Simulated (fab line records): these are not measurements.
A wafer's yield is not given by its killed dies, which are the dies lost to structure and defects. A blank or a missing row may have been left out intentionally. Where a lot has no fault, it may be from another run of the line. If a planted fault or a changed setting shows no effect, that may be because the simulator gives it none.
A single fault, viewed from 2 desks ; flow gf180mcu ; each desk holds nothing but its own numbers, with what lay behind them at the end

FROM THE METROLOGY DESK
Lot by lot, what the gauges showed, no matter which tool ran the lot: averages of those sampled wafers that carry a number. Marked OUT: a lot whose mean sits more than 4 standard deviations from the usual mean, which makes it out of limits; the brackets give that distance.
Columns: A = VT_IMPLANT_02_OVL at GF_VT_IMPLANT_OVL_MEAS_29, usual 1.8 nm; B = VT_IMPLANT_4_TW at GF_VT_IMPLANT_TW_MEAS_43, usual 688; C = MVPSD_RS at GF_VT_IMPLANT_RS_MEAS_49, usual 1176 ohm/sq
lot;first seen here;A;B;C
L864;day 6 21:30;3.4;687;1174
L866;day 7 10:22;-0.8;692;1176
L869;day 8 05:40;2.2;681;1174
L870;day 8 11:14;-0.7;678;1175
L871;day 8 16:43;2.4;673;1175
L874;day 9 14:01;1.8;668;1175
L877;day 10 10:55;3.3;694;1179
L878;day 10 23:58;0.9;694;1177
L881;day 11 17:10;3.2;694;1170
L883;day 12 08:34;3.8;693;1179
L885;day 12 13:46;0.3;684;1178
L884;day 12 15:42;2.7;686;1178
L887;day 13 07:07;1.7;690;1175
This desk found nothing out of limits on any of the 13 lots.

TOOL OWNER'S DESK, implanter-01
The tool's own readings at GF_VT_IMPLANT_IMPLANT_41, given as means over the sampled wafers that have a number, one for each lot that went through this tool. Marked OUT: a lot whose mean sits more than 4 standard deviations from the usual mean, which makes it out of limits; the brackets give that distance.
Columns: A = dose-ions-cm2 at GF_VT_IMPLANT_IMPLANT_41, usual 1.0129e+12; B = faraday-current-uA at GF_VT_IMPLANT_IMPLANT_41, usual 5.71
lot;first seen here;A;B
L869;day 8 22:23;1.0137e+12;5.74
L871;day 9 10:05;9.3390e+11 (-72) OUT;5.34
L874;day 10 08:05;9.3600e+11 (-70) OUT;5.24 (-4.2) OUT
L885;day 13 09:14;1.0133e+12;5.72
L887;day 14 03:40;1.0126e+12;5.92
This desk's verdict: out of limits on L871, L874, starting with L871 at day 9 10:05 (dose-ions-cm2 at GF_VT_IMPLANT_IMPLANT_41). In limits: L869, L885, L887.

TAKEN TOGETHER
An alarm could have come from the tool owner's desk at day 9 10:05, on L871, L874.
Metrology desk: nothing out of limits seen.
The metrology desk holds a record of L871, L874, inside its limits.
GF_VT_IMPLANT_IMPLANT_41 was run on implanter-01 by each of the lots named.

WHAT HAD BEEN PUT IN BY THE SIMULATOR
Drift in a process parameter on implanter-01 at GF_VT_IMPLANT_IMPLANT_41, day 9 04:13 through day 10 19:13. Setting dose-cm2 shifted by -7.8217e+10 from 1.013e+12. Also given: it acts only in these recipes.
Lots struck among those shown: L871, L874.
Hours from the fault's start to each desk's first reading out of limits: the tool owner's desk, 6.
